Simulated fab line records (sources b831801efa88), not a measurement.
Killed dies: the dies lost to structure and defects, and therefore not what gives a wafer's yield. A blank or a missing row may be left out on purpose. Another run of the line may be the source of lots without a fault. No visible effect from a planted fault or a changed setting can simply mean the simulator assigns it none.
Which tool is to blame? | flow gf180mcu | 12 lots, 36 wafers sampled, at 6 steps of a route of 602

WHAT THE GAUGES READ, wafer by wafer
GF_POLY_GATE_THK_MEAS_17.
lot  | measured     | on            | POLY_GATE_OXIDATION_THK (nm)
L322 | day 9 13:35  | film metro-01 | 3.83 3.95 3.87
L323 | day 9 22:16  | film metro-01 | 3.96 3.92 3.89
L324 | day 10 01:46 | film metro-04 | 4.02 4.05 3.87
L328 | day 11 04:09 | film metro-01 | 4.05 4.04 4.06
L329 | day 11 13:10 | film metro-01 | 4.21 4.11 4.05
L330 | day 11 22:27 | film metro-01 | 4.03 4.11 4.12
L331 | day 12 03:46 | film metro-04 | 3.94 4.01 3.91
L332 | day 12 12:20 | film metro-01 | 4.03 3.98 4.00
L333 | day 12 23:26 | film metro-04 | 4.01 4.03 4.01
L336 | day 13 21:32 | film metro-01 | 3.97 3.99 4.00
L343 | day 15 18:44 | film metro-01 | 3.96 3.92 4.01
L344 | day 16 03:44 | film metro-04 | 4.27 4.11 4.11

GF_HV_LDD_OVL_MEAS_47.
lot  | measured     | on         | HV_LDD_03_OVL (nm)
L322 | day 12 16:19 | overlay-02 | 2.1 -0.8 0.9
L323 | day 13 02:55 | overlay-02 | 1.8 -0.2 0.8
L324 | day 13 06:28 | overlay-02 | -3.3 -2.0 -3.2
L328 | day 14 14:31 | overlay-02 | -1.1 -0.2 -1.0
L329 | day 14 23:40 | overlay-02 | 1.3 1.7 2.7
L330 | day 15 10:08 | overlay-01 | -0.2 -1.5 -0.5
L331 | day 15 15:37 | overlay-02 | -3.0 -5.0 -4.5
L332 | day 15 23:25 | overlay-02 | -1.1 -0.5 -0.9
L333 | day 16 11:41 | overlay-02 | -0.4 0.0 -1.3
L336 | day 17 15:28 | overlay-01 | -1.0 -3.6 -0.7
L343 | day 19 18:53 | overlay-02 | 0.5 1.1 1.3
L344 | day 20 03:31 | overlay-01 | 1.1 2.8 1.5

GF_PSD_TW_MEAS_11.
lot  | measured     | on            | PSD_TW
L322 | day 14 12:41 | film metro-01 | 3146 3142 3156
L323 | day 15 00:43 | film metro-02 | 3135 3138 3138
L324 | day 15 01:45 | film metro-02 | 3128 3122 3141
L328 | day 16 15:16 | film metro-04 | 3210 3222 3195
L329 | day 16 23:09 | film metro-04 | 3201 3198 3219
L330 | day 17 10:31 | film metro-01 | 3148 3178 3164
L331 | day 17 18:04 | film metro-01 | 3154 3144 3146
L332 | day 18 01:25 | film metro-01 | 3174 3193 3162
L333 | day 18 14:22 | film metro-01 | 3166 3161 3152
L336 | day 19 19:59 | film metro-02 | 3549 3551 3534
L343 | day 21 23:11 | film metro-04 | 3624 3611 3612
L344 | day 22 07:15 | film metro-02 | 3146 3146 3131

GF_PSD_RS_MEAS_15: uses a four-point probe to measure.
lot  | measured     | on            | PSD_RS (ohm/sq)
L322 | day 14 13:01 | film metro-02 | 108.41 108.55 108.63
L323 | day 15 01:02 | film metro-02 | 108.01 108.58 108.12
L324 | day 15 02:05 | film metro-04 | 108.04 108.34 108.16
L328 | day 16 15:35 | film metro-04 | 108.60 108.84 108.55
L329 | day 16 23:28 | film metro-01 | 108.76 108.83 108.48
L330 | day 17 10:50 | film metro-02 | 108.44 108.08 108.64
L331 | day 17 18:23 | film metro-04 | 108.68 108.83 108.57
L332 | day 18 01:43 | film metro-02 | 108.54 108.38 108.62
L333 | day 18 14:41 | film metro-04 | 108.10 108.28 108.14
L336 | day 19 20:32 | film metro-02 | 97.99 98.02 97.81
L343 | day 21 23:31 | film metro-04 | 98.16 98.26 98.26
L344 | day 22 07:34 | film metro-02 | 108.61 108.75 108.43

TOOL THAT RAN EACH LOT (tool first, then ch and the chambers of the sampled wafers, then the start)
lot  | GF_PSD_IMPLANT_09               | GF_PSD_STRIP_10
L322 | implanter-01 ch 0, day 14 12:28 | plasma asher-01 ch 0,1, day 14 12:36
L323 | implanter-02 ch 0, day 15 00:28 | plasma asher-04 ch 0, day 15 00:36
L324 | implanter-02 ch 0, day 15 01:30 | plasma asher-03 ch 0,1, day 15 01:39
L328 | implanter-04 ch 0, day 16 15:01 | plasma asher-01 ch 0,1, day 16 15:10
L329 | implanter-02 ch 0, day 16 22:54 | plasma asher-03 ch 0,1, day 16 23:03
L330 | implanter-04 ch 0, day 17 10:16 | plasma asher-04 ch 0,1, day 17 10:24
L331 | implanter-02 ch 0, day 17 17:49 | plasma asher-01 ch 0,1, day 17 17:58
L332 | implanter-04 ch 0, day 18 01:10 | plasma asher-04 ch 0,1, day 18 01:19
L333 | implanter-01 ch 0, day 18 14:07 | plasma asher-01 ch 0,1, day 18 14:15
L336 | implanter-04 ch 0, day 19 19:23 | plasma asher-04 ch 0,1, day 19 19:53
L343 | implanter-04 ch 0, day 21 22:38 | plasma asher-01 ch 0,1, day 21 23:05
L344 | implanter-04 ch 0, day 22 07:00 | plasma asher-01 ch 0,1, day 22 07:09
- GF_PSD_IMPLANT_09
- GF_PSD_STRIP_10: strips in O2/N2.

AS READ BY THE TOOLS THEMSELVES (means over the sampled wafers that have a number; for cases with no such wafer, the mark the record gives instead)
GF_PSD_STRIP_10.
lot  | tool            | drypump motor current A (A) | heater power w (W) | oes product au (a.u.) | strip time to endpoint s (s)
L322 | plasma asher-01 | 6.2                         | 328                | 0.590                 | 16.52
L323 | plasma asher-04 | 6.0                         | 364                | 0.590                 | 16.59
L324 | plasma asher-03 | 5.7                         | 296                | 0.589                 | 16.50
L328 | plasma asher-01 | 6.2                         | 328                | 0.593                 | 16.52
L329 | plasma asher-03 | 5.7                         | 296                | 0.595                 | 16.55
L330 | plasma asher-04 | 5.9                         | 354                | 0.591                 | 16.58
L331 | plasma asher-01 | 6.2                         | 331                | 0.592                 | 16.54
L332 | plasma asher-04 | 5.9                         | 351                | 0.593                 | 16.55
L333 | plasma asher-01 | 6.2                         | 327                | 0.591                 | 16.52
L336 | plasma asher-04 | 5.8                         | 338                | 0.551                 | 18.87
L343 | plasma asher-01 | 5.9                         | 344                | 0.548                 | 18.91
L344 | plasma asher-01 | 5.9                         | 349                | 0.592                 | 16.53

THE ANSWER, worked out from the rows above alone
Rule: the usual values come from the lots themselves. The widest of any qualifying gaps counts: lots, ordered by their means at a reading, are off when they make up no more than a third of the lots, leave a main group of 4 or more, and stand apart from it by 3 or more times the standard deviation of that group's means. A main group is skipped when, at the precision printed for the reading in the tables above, its means are all equal. A lot without any number at a reading at which 4 lots or more have one is off too. Any other lot the step has rows for is counted as sound. First the gauges in route order, then the tools' own readings, where a lot's mean is used as printed above. The first step at which some lot is off is used, and at that step the reading that is off furthest; a lot without a number counts as furthest.
Off: at GF_PSD_TW_MEAS_11 (PSD_TW), L336, L343. The main group: mean 3162, standard deviation 26.
If a tool, at a process step before that reading, ran all the lots that are off and no sound lot after the first of them, it fits. Not tried: the gauges at GF_PSD_TW_MEAS_11; whatever is off there is also off at GF_PSD_STRIP_10, on other tools, and gauge error can't account for it. Not one of the candidates tried fits.

WHAT THE SIMULATOR HAD PUT IN
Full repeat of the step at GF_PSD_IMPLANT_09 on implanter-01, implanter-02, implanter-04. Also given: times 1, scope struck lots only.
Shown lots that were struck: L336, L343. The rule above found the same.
